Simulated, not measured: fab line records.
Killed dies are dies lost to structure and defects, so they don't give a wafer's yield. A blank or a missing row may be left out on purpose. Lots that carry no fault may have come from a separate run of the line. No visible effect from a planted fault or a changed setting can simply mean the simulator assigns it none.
A lot that was struck, set against a sound lot | flow sky130 | 15 out of 708 route steps
Sound: these wafers, L545.1, L545.2, L545.3. Wafers struck: L559.2, L559.3, L559.4. Last of all comes the cause.
Each step with rows lists, per side, the tool, then ch with its chambers, then its first start. Under that, the readings that differ: sound wafers | struck wafers | difference of the means | sigmas: that difference in standard deviations of wafers without a fault.
alike: same words and numbers on both sides, and readings whose means sit less than 2 such deviations apart. not compared: any withheld reading, any reading some wafer has no value for, any bound like >300 that may hide the same value, and any number with overlapping values for which the record gives no deviation.
The two part at a step that has a row with sigmas, a row that says differs or no value, or rows on one side only. Numbers that don't overlap but have no deviation are shown without sigmas and don't part them. A reading missing from all wafers of one side parts the sides only when that side holds two or more wafers.

first, 7 steps without rows for these wafers: SKY_LOCAL_INTERCONNECT_HMDS_04 (prime time 60 s); SKY_LOCAL_INTERCONNECT_COAT_05 (resist thk 60 nm); SKY_LOCAL_INTERCONNECT_COAT_06 (resist thk 450 nm); SKY_LOCAL_INTERCONNECT_SOFTBAKE_07 (time 90 s); SKY_LOCAL_INTERCONNECT_EXPOSE_08 (exposes mask LI1M, target cd 170 nm); SKY_LOCAL_INTERCONNECT_PEB_09; SKY_LOCAL_INTERCONNECT_DEVELOP_10 (develop time 60 s).
SKY_LOCAL_INTERCONNECT_CD_MEAS_11: target cd 170 nm.
  sound on cd-sem-01 at day 31 13:46; struck on cd-sem-01 at day 36 04:11
  alike: cd-nm
SKY_LOCAL_INTERCONNECT_OVL_MEAS_12:
  sound on overlay-02 at day 31 13:53; struck on overlay-01 at day 36 04:17
  alike: LOCAL_INTERCONNECT_OVL
SKY_LOCAL_INTERCONNECT_ETCH_13: etches BARC in N2/H2, stops on SiO2, time 45.9 s, target depth 60 nm.
  sound on rie-metal-02 ch 0,1, day 31 13:55; struck on rie-metal-01 ch 0,1, day 36 04:19
  alike: bias-w, drypump-motor-current-A, n2-flow-sccm, oes-product-au, throttle-valve-pct
  not compared: rf-hours-counter-h
SKY_LOCAL_INTERCONNECT_METAL_ETCH_14: etches TiN in Cl2/BCl3, stops on PSG, target depth 110 nm, time 31.4 s.
  sound on rie-metal-02 ch 0,1, day 31 13:59; struck on rie-metal-01 ch 0,1, day 36 04:23
  alike: bias-w, drypump-motor-current-A, oes-product-au, throttle-valve-pct
  not compared: rf-hours-counter-h
SKY_LOCAL_INTERCONNECT_STRIP_15: strips in O2/N2.
  sound on plasma-asher-01 ch 0,1, day 31 14:02; struck on plasma-asher-03 ch 0,1, day 36 04:26
  alike: chamber-pressure-mTorr, drypump-motor-current-A, n2-flow-sccm, oes-product-au, strip-time-to-endpoint-s
  not compared: rf-hours-counter-h
SKY_LOCAL_INTERCONNECT_STRIP_16: strips in post etch residue remover, time 1200 s.
  sound on wet-bench-04 ch 3, day 31 14:08; struck on wet-bench-03 ch 2, day 36 04:32
  no value came back on the struck wafers for bath-guard-temp-C (C), bath-heat-duty-pct (%); on the sound wafers bath-guard-temp-C (C) reads 72.0 72.0 72.0
then, 1 step without rows for these wafers: SKY_LOCAL_INTERCONNECT_CLEAN_17 (cleans in IPA, time 180 s).
-- the record jumps here: 14 days lie between the struck wafers' starts before and after (it left off in module LOCAL_INTERCONNECT and takes up again in module PAD_OPEN, whose first step shown is number 708 of the route) --
SKY_PAD_OPEN_PROBE_99:
  sound on prober-01 at day 46 16:14; struck on prober-01 at day 49 22:31
  reading            | sound    | struck   | difference | sigmas
  killed_at_M4_up    | 1 2 2    | 2 7 6    | +3         | +2
  killed-at-contacts | 28 39 34 | 13 19 21 | -16        | -3
  alike: killed_at_M0_to_M3, killed-at-front-end, killed-at-other, killed-dies, killed-open, killed-short

WHERE THEY PART
At SKY_LOCAL_INTERCONNECT_STRIP_16 first; at SKY_PAD_OPEN_PROBE_99 last (within this record only).

WHY: what had been put in by the simulator
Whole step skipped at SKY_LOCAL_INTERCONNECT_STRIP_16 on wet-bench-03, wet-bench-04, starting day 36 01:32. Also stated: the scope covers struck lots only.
